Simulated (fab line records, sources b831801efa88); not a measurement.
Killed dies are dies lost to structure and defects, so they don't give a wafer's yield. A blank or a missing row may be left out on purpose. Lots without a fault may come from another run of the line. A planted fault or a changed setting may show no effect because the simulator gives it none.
fab line records | flow sky130
record lots=6 wafers=18 last_day=49
route steps=708 shown VIA2@524 METAL3@532 CAPM@537 PAD_OPEN@708
lots that met no fault: from a run of the same line without faults
start_h: hours from the record's first day to the start of the lot's first wafer shown | wait_h: hours since the lot's step before | " the same as in the row above | L1.1+2: a row that stands for several wafers | - no value, or no start given | * or withheld: withheld | < > ~ a bound
route shown NAME@n: a module of which the file shows steps, and the number in the route of the first | usual: mean/standard deviation of fault-free wafers | same: alike in all rows | chamber/n: place in a boat | sites: the reading at each site | _std_site: their standard deviation | _edge_site: outer sites' mean less inner sites' | radius_mm: how far each site lies from the wafer's centre | mask NAME#n: copy n | behind: the tool/chamber that last shaped the wafer | hold: why the lot was held/for how many hours/how that ended | device: the transistor (n, p or np) that didn't switch | end of line: the same wafers' tests at the end of the route | a step without rows: its recipe alone | killed: dies lost to structure and defects at the first sort, not the wafer's yield | map: a wafer's dies, x killed, . not, _ none there
set.NAME: the setting as run; set.NAME@STEP: as run at that earlier step | model.NAME: the simulator's own value behind a step, which no gauge read
lots at some steps of the route; a table a step, a row a wafer
services: from which hour (start_h, from the record's first day; less than 0 if before it) a tool's chamber was out of use, for how many hours, and why
## steps
# step SKY_VIA2_STRIP_17
# recipe chemistry=post_etch_residue_remover time_s=1200 temp_c=72.5
# step SKY_VIA2_CLEAN_18
# recipe chemistry=IPA time_s=180 temp_c=25
# step SKY_VIA2_CLEAN_19
# recipe chemistry=O3/DIW dry=n2_spin
# step SKY_VIA2_SPUTTER_20
# recipe material=TiN target_thk_nm=20 chamber_pressure_pa=5 power_w=4000 time_s=80
# usual throttle_valve_pct=29.9/1.3
# columns lot.wafer tool chamber start_h wait_h throttle_valve_pct
L602.2 pvd_sputter-01 - 863.23 0.0 30.0
L602.3 " - " " 31.7
L602.4 " - " " 29.9
L603.1 pvd_sputter-01 - 875.27 0.0 31.4
L603.4 " - " " 30.0
L603.6 " - " " 30.7
L607.1 pvd_sputter-01 - 895.52 0.0 31.7
L607.2 " - " " 30.6
L607.4 " - " " 30.8
L608.2 pvd_sputter-01 - 908.46 0.0 31.6
L608.5 " - " " 30.3
L608.6 " - " " 30.3
L615.1 pvd_sputter-02 - 957.65 0.0 29.8
L615.4 " - " " 31.1
L615.5 " - " " 29.8
L622.1 pvd_sputter-04 - 992.13 0.0 30.9
L622.3 " - " " 31.8
L622.6 " - " " 28.1
# step SKY_VIA2_CVD_21
# recipe material=W target_thk_nm=420 time_s=126.4 temp_c=400 pressure_torr=40
# usual chamber_pressure_Torr=39.99/0.084 heater_power_w=803/37
# columns lot.wafer tool chamber start_h wait_h chamber_pressure_Torr heater_power_w
L602.2 cvd_w-01 0 863.29 0.0 40.09 800
L602.3 " 0 " " 39.96 811
L602.4 " 1 " " 40.11 892
L603.1 cvd_w-01 0 875.33 0.0 39.98 825
L603.4 " 1 " " 40.04 893
L603.6 " 0 " " 39.88 806
L607.1 cvd_w-01 0 895.58 0.0 39.93 807
L607.2 " 1 " " 40.04 891
L607.4 " 1 " " 39.97 888
L608.2 cvd_w-02 0 908.52 0.0 39.94 779
L608.5 " 1 " " 39.96 802
L608.6 " 0 " " 39.94 773
L615.1 cvd_w-01 1 957.71 0.0 40.02 823
L615.4 " 0 " " 39.85 802
L615.5 " 0 " " 39.98 812
L622.1 cvd_w-01 0 992.19 0.0 39.98 820
L622.3 " 0 " " 39.96 797
L622.6 " 0 " " 39.87 806
# step SKY_VIA2_RS_MEAS_22
# recipe thk_meas_gauge=four-point-probe reads=W_of_VIA2_CVD_21+TiN_of_VIA2_SPUTTER_20
# usual VIA2_W_RS=0.272/0.0048
# columns lot.wafer tool chamber start_h wait_h VIA2_W_RS[ohm/sq]
L602.2 film_metro-04 - 863.44 0.1 0.269
L602.3 " - " " 0.271
L602.4 " - " " 0.274
L603.1 film_metro-04 - 875.46 0.1 0.280
L603.4 " - " " 0.279
L603.6 " - " " 0.278
L607.1 film_metro-04 - 895.71 0.1 0.274
L607.2 " - " " 0.271
L607.4 " - " " 0.273
L608.2 film_metro-02 - 908.68 0.1 0.277
L608.5 " - " " 0.267
L608.6 " - " " 0.276
L615.1 film_metro-03 - 957.84 0.1 0.266
L615.4 " - " " 0.274
L615.5 " - " " 0.273
L622.1 film_metro-02 - 992.32 0.1 0.269
L622.3 " - " " 0.271
L622.6 " - " " 0.270
# step SKY_VIA2_THK_MEAS_23
# recipe thk_meas_gauge=xrf reads=W_of_VIA2_CVD_21
# usual VIA2_W_THK=425/12
# columns lot.wafer tool chamber start_h wait_h VIA2_W_THK[nm]
L602.2 film_metro-04 - 863.55 0.1 428
L602.3 " - " " 429
L602.4 " - " " 418
L603.1 film_metro-04 - 875.58 0.1 410
L603.4 " - " " 413
L603.6 " - " " 413
L607.1 film_metro-04 - 895.83 0.1 421
L607.2 " - " " 424
L607.4 " - " " 420
L608.2 film_metro-02 - 908.79 0.1 423
L608.5 " - " " 441
L608.6 " - " " 425
L615.1 film_metro-03 - 957.96 0.1 420
L615.4 " - " " 410
L615.5 " - " " 410
L622.1 film_metro-02 - 992.44 0.1 440
L622.3 " - " " 436
L622.6 " - " " 439
# step SKY_VIA2_CMP_24
# recipe stop_on=SiO2 t_overpolish_s=20 down_force_psi=3.5 platen_rpm=60 target_thk_nm=0 pad_velocity_m_s=0.94248
# step SKY_METAL3_SPUTTER_00
# recipe material=Ti target_thk_nm=15 power_w=3000 time_s=10 chamber_pressure_pa=0.4
# step SKY_METAL3_SPUTTER_01
# recipe material=TiN target_thk_nm=20 power_w=6500 time_s=16.7 chamber_pressure_pa=0.4
# step SKY_METAL3_SPUTTER_02
# recipe material=AlCu target_thk_nm=735 power_w=10600 time_s=39.1 chamber_pressure_pa=0.4
# usual throttle_valve_pct=30.2/1.3
# columns lot.wafer tool chamber start_h wait_h throttle_valve_pct
L602.2 pvd_sputter-04 - 863.95 0.0 31.9
L602.3 " - " " 30.8
L602.4 " - " " 28.1
L603.1 pvd_sputter-04 - 875.99 0.0 31.6
L603.4 " - " " 28.2
L603.6 " - " " 28.4
L607.1 pvd_sputter-04 - 896.24 0.0 28.5
L607.2 " - " " 28.2
L607.4 " - " " 30.8
L608.2 pvd_sputter-04 - 909.18 0.0 28.1
L608.5 " - " " 31.0
L608.6 " - " " 28.2
L615.1 pvd_sputter-01 - 958.37 0.0 30.3
L615.4 " - " " 29.9
L615.5 " - " " 30.2
L622.1 pvd_sputter-03 - 993.13 0.0 30.1
L622.3 " - " " 32.3
L622.6 " - " " 32.3
# step SKY_METAL3_SPUTTER_03
# recipe material=Ti target_thk_nm=5 power_w=3000 time_s=3.3 chamber_pressure_pa=0.4
# step SKY_METAL3_SPUTTER_04
# recipe material=TiN target_thk_nm=70 power_w=6500 time_s=58.3 chamber_pressure_pa=0.4
# usual throttle_valve_pct=30.2/1.3
# columns lot.wafer tool chamber start_h wait_h throttle_valve_pct
L602.2 pvd_sputter-04 - 864.01 0.0 31.6
L602.3 " - " " 31.0
L602.4 " - " " 27.9
L603.1 pvd_sputter-04 - 876.05 0.0 31.8
L603.4 " - " " 28.3
L603.6 " - " " 28.4
L607.1 pvd_sputter-04 - 896.30 0.0 28.3
L607.2 " - " " 28.2
L607.4 " - " " 31.0
L608.2 pvd_sputter-04 - 909.24 0.0 28.4
L608.5 " - " " 30.9
L608.6 " - " " 28.4
L615.1 pvd_sputter-01 - 958.42 0.0 30.5
L615.4 " - " " 29.8
L615.5 " - " " 30.3
L622.1 pvd_sputter-03 - 993.18 0.0 30.3
L622.3 " - " " 32.5
L622.6 " - " " 32.1
# step SKY_CAPM_CVD_00
# recipe material=SiO2 target_thk_nm=15.5 temp_c=400 time_s=withheld rf_w=450
# step SKY_CAPM_THK_MEAS_01
# recipe reads=SiO2_of_CAPM_CVD_00
# usual CAPM_CVD_00_THK=15.55/0.23
# columns lot.wafer tool chamber start_h wait_h CAPM_CVD_00_THK[nm]
L602.2 film_metro-02 - 864.09 - 15.61
L602.3 " - " " 15.30
L602.4 " - " " 15.72
L603.1 film_metro-02 - 876.12 - 15.18
L603.4 " - " " 15.73
L603.6 " - " " 15.62
L607.1 film_metro-01 - 896.37 - 15.11
L607.2 " - " " 15.36
L607.4 " - " " 15.54
L608.2 film_metro-01 - 909.32 - 15.30
L608.5 " - " " 15.72
L608.6 " - " " 15.76
L615.1 film_metro-02 - 958.50 - 15.45
L615.4 " - " " 15.73
L615.5 " - " " 15.72
L622.1 film_metro-01 - 993.26 - 15.66
L622.3 " - " " 15.38
L622.6 " - " " 15.86
# step SKY_CAPM_SPUTTER_02
# recipe material=TiN target_thk_nm=200 temp_c=300 power_w=6500 time_s=166.7 chamber_pressure_pa=0.4
# usual throttle_valve_pct=29.9/1.1
# columns lot.wafer tool chamber start_h wait_h throttle_valve_pct
L602.2 pvd_sputter-02 - 864.14 0.0 31.0
L602.3 " - " " 29.9
L602.4 " - " " 28.1
L603.1 pvd_sputter-02 - 876.18 0.1 31.4
L603.4 " - " " 29.8
L603.6 " - " " 28.1
L607.1 pvd_sputter-02 - 896.43 0.1 29.6
L607.2 " - " " 28.3
L607.4 " - " " 31.0
L608.2 pvd_sputter-01 - 909.37 0.0 30.0
L608.5 " - " " 31.6
L608.6 " - " " 30.0
L615.1 pvd_sputter-02 - 958.56 0.1 31.0
L615.4 " - " " 28.2
L615.5 " - " " 29.4
L622.1 pvd_sputter-01 - 993.32 0.1 30.2
L622.3 " - " " 30.3
L622.6 " - " " 31.4
# step SKY_CAPM_RS_MEAS_03
# recipe thk_meas_gauge=four-point-probe reads=TiN_of_CAPM_SPUTTER_02
# usual CAPM_TIN_RS=6.94/0.069
# columns lot.wafer tool chamber start_h wait_h CAPM_TIN_RS[ohm/sq]
L602.2 film_metro-03 - 864.27 0.1 6.90
L602.3 " - " " 6.81
L602.4 " - " " 6.90
L603.1 film_metro-03 - 876.29 0.1 7.02
L603.4 " - " " 6.87
L603.6 " - " " 6.95
L607.1 film_metro-02 - 896.54 0.1 6.91
L607.2 " - " " 7.00
L607.4 " - " " 7.02
L608.2 film_metro-01 - 909.50 0.1 6.97
L608.5 " - " " 6.91
L608.6 " - " " 6.94
L615.1 film_metro-03 - 958.67 0.1 7.13
L615.4 " - " " 7.07
L615.5 " - " " 6.97
L622.1 film_metro-02 - 993.42 0.1 6.97
L622.3 " - " " 6.94
L622.6 " - " " 6.89
# step SKY_CAPM_THK_MEAS_04
# recipe thk_meas_gauge=xrf reads=TiN_of_CAPM_SPUTTER_02
# usual CAPM_TIN_THK=197.6/2.4
# columns lot.wafer tool chamber start_h wait_h CAPM_TIN_THK[nm]
L602.2 film_metro-03 - 864.38 0.1 198.9
L602.3 " - " " 201.1
L602.4 " - " " 199.7
L603.1 film_metro-03 - 876.41 0.1 196.6
L603.4 " - " " 200.3
L603.6 " - " " 197.6
L607.1 film_metro-02 - 896.66 0.1 196.3
L607.2 " - " " 194.9
L607.4 " - " " 195.2
L608.2 film_metro-01 - 909.61 0.1 199.9
L608.5 " - " " 200.5
L608.6 " - " " 198.8
L615.1 film_metro-03 - 958.79 0.1 192.8
L615.4 " - " " 193.9
L615.5 " - " " 196.9
L622.1 film_metro-02 - 993.54 0.1 195.2
L622.3 " - " " 195.9
L622.6 " - " " 196.7
# step SKY_CAPM_DEHYDRATE_05
# recipe temp_c=200 time_s=60
# step SKY_CAPM_HMDS_06
# recipe prime_time_s=60 prime_temp_c=120
# step SKY_CAPM_COAT_07
# recipe resist=NOVOLAK spin_rpm=3000 resist_thk_nm=1140
# step SKY_CAPM_SOFTBAKE_08
# recipe temp_c=90 time_s=60 resist=NOVOLAK
# step SKY_CAPM_EXPOSE_09
# recipe mask_id=CAPM na=0.6 source_shape=conventional sigma_outer=0.6 polarization=unpolarized target_cd_nm=1000 dose_mj=159
# step SKY_CAPM_PEB_10
# recipe temp_c=withheld time_s=* resist=NOVOLAK
# step SKY_CAPM_DEVELOP_11
# recipe resist=NOVOLAK developer=TMAH develop_time_s=60 dev_temp_c=23
# step SKY_CAPM_OVL_MEAS_12
# usual CAPM_OVL=1.8/1.4
# columns lot.wafer tool chamber start_h wait_h CAPM_OVL[nm]
L602.2 overlay-02 - 889.74 0.1 3.1
L602.3 " - " " 3.2
L602.4 " - " " 2.6
L603.1 overlay-02 - 900.63 0.1 4.2
L603.4 " - " " 4.2
L603.6 " - " " 2.4
L607.1 overlay-01 - 921.32 0.1 1.5
L607.2 " - " " 2.1
L607.4 " - " " 3.8
L608.2 overlay-02 - 933.27 0.1 1.5
L608.5 " - " " 1.7
L608.6 " - " " 0.2
L615.1 overlay-02 - 982.42 0.1 1.6
L615.4 " - " " 0.5
L615.5 " - " " 0.9
L622.1 overlay-02 - 1017.03 0.1 1.4
L622.3 " - " " 2.2
L622.6 " - " " 1.8
# step SKY_CAPM_METAL_ETCH_13
# recipe target_depth_nm=220 stop_on=SiO2 chemistry=Cl2/BCl3 target=TiN pressure_mtorr=10 icp_w=900 bias_w=48.5 Cl2_flow_sccm=60 bcl3_flow_sccm=30 time_s=62.9
# usual bias_w=48.49/0.15 drypump_motor_current_A=5.8/0.5 oes_product_au=0.939/0.0066 throttle_valve_pct=21.904/0.011
# columns lot.wafer tool chamber start_h wait_h bias_w drypump_motor_current_A oes_product_au rf_hours_counter_h throttle_valve_pct
L602.2 rie_metal-02 0 889.77 0.0 48.43 6.5 0.944 10 21.912
L602.3 " 0 " " 48.79 6.5 0.937 - 21.903
L602.4 " 1 " " 48.63 5.7 0.938 - 21.883
L603.1 rie_metal-01 0 900.67 0.0 48.25 6.2 0.941 9 21.908
L603.4 " 1 " " 48.37 5.4 0.944 - 21.915
L603.6 " 1 " " 48.39 5.4 0.934 - 21.917
L607.1 rie_metal-02 1 921.35 0.0 48.74 5.6 0.940 13 21.915
L607.2 " 0 " " 48.45 6.5 0.932 11 21.912
L607.4 " 0 " " 48.54 6.5 0.939 - 21.903
L608.2 rie_metal-02 1 933.30 0.0 48.33 5.6 0.940 14 21.902
L608.5 " 1 " " 48.48 5.6 0.936 - 21.897
L608.6 " 0 " " 48.38 6.5 0.944 - 21.899
L615.1 rie_metal-01 0 982.45 0.0 48.53 6.3 0.922 13 21.907
L615.4 " 0 " " 48.62 6.3 0.930 - 21.917
L615.5 " 0 " " 48.70 6.3 0.929 - 21.928
L622.1 rie_metal-02 1 1017.07 0.0 48.32 5.6 0.933 18 21.898
L622.3 " 1 " " 48.63 5.6 0.934 - 21.896
L622.6 " 0 " " 48.82 6.5 0.937 - 21.930
# step SKY_CAPM_STRIP_14
# recipe chemistry=O2/N2 power_w=1400 pressure_mtorr=1500 platen_temp_c=withheld o2_flow_sccm=3000 n2_flow_sccm=300 overash_fraction=0.5
# step SKY_CAPM_STRIP_15
# recipe chemistry=post_etch_residue_remover time_s=1200 temp_c=72.5
# step SKY_CAPM_CLEAN_16
# recipe chemistry=IPA time_s=180 temp_c=25
# step SKY_CAPM_CLEAN_17
# recipe chemistry=O3/DIW dry=n2_spin
# step SKY_METAL3_DEHYDRATE_05
# recipe temp_c=200 time_s=60
# step SKY_METAL3_HMDS_06
# recipe prime_time_s=60 prime_temp_c=120
# step SKY_METAL3_COAT_07
# recipe resist=BARC temp_c=withheld time_s=withheld spin_rpm=3000 resist_thk_nm=60
# step SKY_METAL3_COAT_08
# recipe resist=KrF-thick spin_rpm=3000 resist_thk_nm=1140
# step SKY_METAL3_SOFTBAKE_09
# recipe temp_c=100 time_s=90 resist=KrF-thick
# step SKY_METAL3_EXPOSE_10
# recipe mask_id=MM3 na=0.68 source_shape=annular sigma_inner=0.4 sigma_outer=0.8 target_cd_nm=300 dose_mj=28
# step SKY_METAL3_PEB_11
# recipe peb_temp_c=withheld peb_time_s=withheld resist=KrF-thick
# step SKY_METAL3_DEVELOP_12
# recipe develop_time_s=58.12 resist=KrF-thick dev_temp_c=21
# step SKY_METAL3_CD_MEAS_13
# recipe target_cd_nm=300
# usual cd_nm=299.8/1.5
# columns lot.wafer tool chamber start_h wait_h cd_nm
L602.2 cd_sem-02 - 915.48 - 298.6
L602.3 " - " " 298.6
L602.4 " - " " 300.1
L603.1 cd_sem-02 - 925.92 - 302.0
L603.4 " - " " 301.8
L603.6 " - " " 301.1
L607.1 cd_sem-02 - 946.86 - 298.5
L607.2 " - " " 299.4
L607.4 " - " " 298.7
L608.2 cd_sem-02 - 957.73 - 299.7
L608.5 " - " " 299.3
L608.6 " - " " 299.4
L615.1 cd_sem-02 - 1006.63 - 299.4
L615.4 " - " " 299.0
L615.5 " - " " 299.6
L622.1 cd_sem-01 - 1039.98 - 297.8
L622.3 " - " " 296.4
L622.6 " - " " 296.7
# step SKY_METAL3_OVL_MEAS_14
# usual METAL3_OVL=2/4.8
# columns lot.wafer tool chamber start_h wait_h METAL3_OVL[nm]
L602.2 overlay-02 - 915.59 0.1 7
L602.3 " - " " 14
L602.4 " - " " 7
L603.1 overlay-02 - 926.04 0.1 2
L603.4 " - " " 2
L603.6 " - " " 3
L607.1 overlay-02 - 946.98 0.1 -2
L607.2 " - " " 0
L607.4 " - " " 2
L608.2 overlay-02 - 957.84 0.1 5
L608.5 " - " " 7
L608.6 " - " " 4
L615.1 overlay-01 - 1006.75 0.1 -7
L615.4 " - " " -5
L615.5 " - " " -1
L622.1 overlay-02 - 1040.10 0.1 1
L622.3 " - " " -1
L622.6 " - " " -2
# step SKY_METAL3_DESCUM_15
# recipe chemistry=O2 source_power_w=150 bias_power_w=0 pressure_mtorr=10 temp_c=40 time_s=8
# step SKY_PAD_OPEN_PROBE_99
# usual defect_limited_yield=82.7/1.8 killed_at_M0_to_M3=42/7.5 killed_at_M4_up=3.2/1.7 killed_at_contacts=24/5.1 killed_at_front_end=15/4.1 killed_at_other=0.3/0.58 killed_dies=85/8.9 killed_on_rim=17/3.9 killed_open=46/6.4 killed_short=39/6 sort_bin_3_pad_short=0.9/0.4 sort_bin_5_function=10.1/1.6 sort_bin_6_memory=6.3/1 sort_n_pass=407/9 sort_yield_pct=82.7/1.8
# same gross_dies=492 killed_at_back_side=0 sort_bin_4_leakage[%]=0 sort_bin_8_speed[%]=0
# columns lot.wafer tool chamber start_h wait_h defect_limited_yield[%] killed_at_M0_to_M3 killed_at_M4_up killed_at_contacts killed_at_front_end killed_at_other killed_dies killed_on_rim killed_open killed_short sort_bin_3_pad_short[%] sort_bin_5_function[%] sort_bin_6_memory[%] sort_n_pass sort_yield_pct[%] model.etest.tester.sort_n_pass model.etest.tester.sort_yield_pct model.etest.tester.sort_bin_5_pct model.etest.tester.sort_bin_3_pct
L602.2 prober-02 - 1086.64 0.1 82.3 40 5 24 18 0 87 20 44 43 0.4 11.4 5.9 405 82.3 405 82.32 11.38 0.4065
L602.3 prober-02 - 1086.69 0.2 84.6 37 7 20 12 0 76 9 46 30 0.4 10.0 5.1 416 84.6 416 84.55 9.959 0.4065
L602.4 prober-02 - 1086.74 0.2 85.2 30 2 24 16 1 73 8 39 34 0.4 9.8 4.7 419 85.2 419 85.16 9.756 0.4065
L603.1 prober-01 - 1094.35 0.1 83.7 38 5 22 15 0 80 21 47 33 0.4 11.4 4.5 412 83.7 412 83.74 11.38 0.4065
L603.4 prober-01 - 1094.50 0.2 81.9 49 1 23 16 0 89 16 45 43 1.8 10.4 5.9 403 81.9 403 81.91 10.37 1.829
L603.6 prober-01 - 1094.60 0.2 80.7 56 4 19 16 0 95 20 58 37 0.8 12.2 6.3 397 80.7 397 80.69 12.2 0.813
L607.1 prober-01 - 1113.69 0.1 73.6 90 1 24 13 2 130 31 42 32 5.1 14.2 7.1 362 73.6 362 73.58 14.23 5.081
L607.2 prober-01 - 1113.74 0.1 72.8 91 1 25 16 1 134 5 35 40 5.9 15.4 5.9 358 72.8 358 72.76 15.45 5.894
L607.4 prober-01 - 1113.84 0.2 73.2 91 3 20 15 3 132 28 29 43 3.7 16.9 6.3 360 73.2 360 73.17 16.87 3.659
L608.2 prober-02 - 1121.95 0.1 72.8 85 2 34 13 0 134 28 45 35 5.7 15.2 6.3 358 72.8 358 72.76 15.24 5.691
L608.5 prober-02 - 1122.10 0.2 69.1 106 2 23 21 0 152 35 49 50 5.5 18.7 6.7 340 69.1 340 69.11 18.7 5.488
L608.6 prober-02 - 1122.15 0.2 73.2 91 2 25 14 0 132 30 51 30 4.7 14.6 7.5 360 73.2 360 73.17 14.63 4.675
L615.1 prober-01 - 1161.35 0.1 81.1 53 2 23 15 0 93 19 54 39 0.8 10.6 7.5 399 81.1 399 81.1 10.57 0.813
L615.4 prober-01 - 1161.50 0.2 81.3 42 5 27 18 0 92 18 43 49 0.8 11.4 6.5 400 81.3 400 81.3 11.38 0.813
L615.5 prober-01 - 1161.55 0.2 81.9 53 4 20 11 1 89 16 52 37 0.6 9.1 8.3 403 81.9 403 81.91 9.146 0.6098
L622.1 prober-01 - 1184.65 0.1 84.1 31 4 24 18 1 78 16 35 43 0.6 10.4 4.9 414 84.1 414 84.15 10.37 0.6098
L622.3 prober-01 - 1184.75 0.2 84.6 35 2 25 14 0 76 20 50 26 1.4 8.5 5.5 416 84.6 416 84.55 8.537 1.423
L622.6 prober-01 - 1184.90 0.2 83.5 32 1 28 20 0 81 20 48 33 1.0 8.7 6.7 411 83.5 411 83.54 8.74 1.016
# killed by level:class
L602.2 VIA2:geometric_particle:open=9 CONTACT:geometric_particle:open=9 FIELD_ISO:geometric_particle:open=6 METAL2:geometric_particle:short=6 VIA3:geometric_particle:open=6 VIA2:geometric_particle:short=6 LOCAL_INTERCONNECT:geometric_particle:short=5 CONTACT:geometric_particle:short=5
L602.3 CONTACT:geometric_particle:open=14 VIA1:geometric_particle:open=12 FIELD_ISO:geometric_particle:open=5 METAL2:geometric_particle:short=5 VIA2:geometric_particle:open=5 METAL4:geometric_particle:short=5 FIELD_ISO:geometric_particle:short=4 VIA1:geometric_particle:short=4
L602.4 CONTACT:geometric_particle:open=11 FIELD_ISO:geometric_particle:open=7 LOCAL_INTERCONNECT:geometric_particle:short=7 VIA2:geometric_particle:open=7 VIA1:geometric_particle:open=5 METAL2:geometric_particle:short=4 FIELD_ISO:geometric_particle:short=3 POLY_GATE:geometric_particle:open=3
L603.1 CONTACT:geometric_particle:open=12 METAL1:geometric_particle:short=8 VIA1:geometric_particle:open=7 FIELD_ISO:geometric_particle:open=6 VIA1:geometric_particle:short=5 VIA3:geometric_particle:open=5 LI_CONTACT:geometric_particle:open=4 POLY_GATE:geometric_particle:short=3
L603.4 VIA1:geometric_particle:open=15 VIA1:geometric_particle:short=10 METAL1:geometric_particle:short=8 CONTACT:geometric_particle:open=7 LI_CONTACT:geometric_particle:open=7 VIA2:geometric_particle:open=5 FIELD_ISO:geometric_particle:short=4 POLY_GATE:geometric_particle:short=4
L603.6 VIA1:geometric_particle:open=18 VIA3:geometric_particle:open=8 CONTACT:geometric_particle:open=7 VIA2:geometric_particle:open=7 METAL2:geometric_particle:short=6 CONTACT:geometric_particle:short=5 METAL1:geometric_particle:short=5 FIELD_ISO:geometric_particle:short=4
L607.1 METAL3:unspecified=55 CONTACT:geometric_particle:open=8 METAL1:geometric_particle:short=7 VIA2:geometric_particle:open=7 LI_CONTACT:geometric_particle:short=5 LI_CONTACT:geometric_particle:open=5 VIA1:geometric_particle:open=5 FIELD_ISO:geometric_particle:open=4
L607.2 METAL3:unspecified=58 VIA1:geometric_particle:open=8 CONTACT:geometric_particle:short=8 VIA3:geometric_particle:open=7 FIELD_ISO:geometric_particle:short=6 LI_CONTACT:geometric_particle:short=6 LI_CONTACT:geometric_particle:open=6 METAL2:geometric_particle:short=5
L607.4 METAL3:unspecified=59 LI_CONTACT:geometric_particle:open=9 VIA1:geometric_particle:short=7 METAL2:geometric_particle:short=7 VIA1:geometric_particle:open=6 LI_CONTACT:geometric_particle:short=5 POLY_GATE:geometric_particle:short=4 CONTACT:geometric_particle:short=4
L608.2 METAL3:unspecified=53 VIA1:geometric_particle:open=11 LI_CONTACT:geometric_particle:open=9 CONTACT:geometric_particle:open=9 CONTACT:geometric_particle:short=9 METAL1:geometric_particle:short=5 FIELD_ISO:geometric_particle:open=4 VIA2:geometric_particle:short=4
L608.5 METAL3:unspecified=53 VIA3:geometric_particle:open=11 CONTACT:geometric_particle:open=8 VIA1:geometric_particle:open=8 POLY_GATE:geometric_particle:short=7 METAL2:geometric_particle:short=7 FIELD_ISO:geometric_particle:open=6 VIA1:geometric_particle:short=5
L608.6 METAL3:unspecified=51 LI_CONTACT:geometric_particle:open=10 VIA3:geometric_particle:open=10 VIA1:geometric_particle:open=8 FIELD_ISO:geometric_particle:short=6 VIA2:geometric_particle:open=6 FIELD_ISO:geometric_particle:open=5 CONTACT:geometric_particle:short=4
L615.1 VIA1:geometric_particle:open=14 VIA3:geometric_particle:open=8 METAL2:geometric_particle:short=8 CONTACT:geometric_particle:open=8 VIA1:geometric_particle:short=8 VIA2:geometric_particle:open=7 FIELD_ISO:geometric_particle:open=5 LI_CONTACT:geometric_particle:open=5
L615.4 CONTACT:geometric_particle:open=10 VIA1:geometric_particle:open=10 VIA1:geometric_particle:short=7 LI_CONTACT:geometric_particle:open=6 VIA3:geometric_particle:short=6 LOCAL_INTERCONNECT:geometric_particle:short=5 METAL1:geometric_particle:short=5 VIA2:geometric_particle:open=5
L615.5 VIA1:geometric_particle:open=15 CONTACT:geometric_particle:open=9 VIA2:geometric_particle:open=8 VIA3:geometric_particle:open=7 VIA1:geometric_particle:short=6 METAL2:geometric_particle:short=5 VIA2:geometric_particle:short=4 METAL4:geometric_particle:short=4
L622.1 CONTACT:geometric_particle:open=10 METAL2:geometric_particle:short=8 LI_CONTACT:geometric_particle:open=7 FIELD_ISO:geometric_particle:short=6 FIELD_ISO:geometric_particle:open=4 VIA1:geometric_particle:open=4 LOCAL_INTERCONNECT:geometric_particle:short=4 VIA2:geometric_particle:short=4
L622.3 CONTACT:geometric_particle:open=10 VIA1:geometric_particle:open=10 LI_CONTACT:geometric_particle:open=8 VIA3:geometric_particle:open=5 FIELD_ISO:geometric_particle:short=5 METAL2:geometric_particle:short=5 VIA2:geometric_particle:open=5 FIELD_ISO:geometric_particle:open=4
L622.6 CONTACT:geometric_particle:open=17 VIA1:geometric_particle:open=9 FIELD_ISO:geometric_particle:open=7 FIELD_ISO:geometric_particle:short=6 LI_CONTACT:geometric_particle:open=5 METAL2:geometric_particle:short=5 VIA3:geometric_particle:open=4 POLY_GATE:geometric_particle:open=3
# map L607.2 (x killed, . not)
__________.........._________
________..xxx........._______
______....x............._____
_____......x.x..x....x...____
____.......x....xx........___
___...x...x.x......x....x..__
__..x..x.x...x.x..x..x......_
_.....x....xxxxxx.........x..
_..x......xxxxxxxx....x......
_x......xxxxxxxxxxx........x.
_..x..xx.xxxxxxxxx....xx.....
_.....x..xxxxxxxx..x...x.....
_.......x.xxxxxxxx.....x...x.
_......xx.xxxxx.xx...........
_.xx......xx.x...x..x.xx.....
__.x...xx.......x.x......x.._
___.....x......x....x.xxx..__
____..x..xx.x.............___
_____.....x.x.....x..x...____
______......xx......x.x._____
________....x.....x..._______
__________.........._________
# map L608.5 (x killed, . not)
__________.......x.._________
________xxxxx........x_______
______..xx......xxxx.x.._____
_____.....x..x..x......x.____
____.....x...........x....___
___.....x...x..xx.x...x.xx.__
__....x.xxx........xx...x..._
_x...........x...x...x.x...x.
_...x.....x..................
_x.....x..............x..x...
_x.....x.x...........xx...x..
_...xx...x...x...........x..x
_...x.......x.x.....x.xx.....
_xx.x.x.........x.....xx.x...
_...x...x.........x.xxx.x...x
__......xx....xx.xxxxxxxx.x._
___.......x.....xxxxxxxxx..__
____......x....xxxxxxxxxx.___
_____.x........xxxxxxxxxx____
______.xx....xx.xxxxxxxx_____
________.x.x..xx.xxxxx_______
__________..x.xx.x.x_________
## services
# columns tool chamber start_h hours kind
cvd_w-02 - 855.22 0.8 repair
pvd_sputter-03 - 878.37 5.4 repair
pvd_sputter-01 0 879.78 - consumable_replace:kit
pvd_sputter-01 0 879.78 18.0 scheduled_down
pvd_sputter-01 0 879.78 18.0 vent_cycle
pvd_sputter-01 - 879.90 1.4 repair
cvd_w-01 - 904.00 14.0 pm
cvd_w-01 0 904.00 14.0 vent_cycle
cvd_w-01 1 904.00 14.0 vent_cycle
cvd_w-01 0 918.00 - clean
cvd_w-01 1 918.00 - clean
cvd_w-02 - 938.36 1.0 repair
cvd_w-01 - 946.31 0.5 repair
cvd_w-01 - 948.87 4.1 repair
pvd_sputter-03 - 949.14 14.9 repair
pvd_sputter-01 - 984.22 1.3 repair
pvd_sputter-04 3 1004.80 - consumable_replace:kit
pvd_sputter-04 3 1004.80 18.0 scheduled_down
pvd_sputter-04 3 1004.80 18.0 vent_cycle
cvd_w-01 1 1006.50 4.3 repair
## key
first_sign step=SKY_PAD_OPEN_PROBE_99 reading=sort_bin_3_pad_short direction=up sigmas=10 usual=0.9 struck=5.1
effect step=SKY_PAD_OPEN_PROBE_99 reading=killed_at_M0_to_M3 direction=up sigmas=6.7 usual=42 struck=92
model_effect step=SKY_PAD_OPEN_PROBE_99 value=etest.tester.sort_n_pass without=403.2 struck=356.3
met_at SKY_METAL3_SPUTTER_04
struck_wafers L607.1,L607.2,L607.4,L608.2,L608.5,L608.6
onset_between 876.05 896.30
also_fits SKY_VIA2_SPUTTER_20:pvd_sputter-01,SKY_METAL3_SPUTTER_02:pvd_sputter-04
fault kind=chamber_particle_source tool=pvd_sputter-04 chamber=- onset_h=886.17 steps=SKY_METAL3_SPUTTER_04 rate_per_visit_cm2=2.1712 end_h=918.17
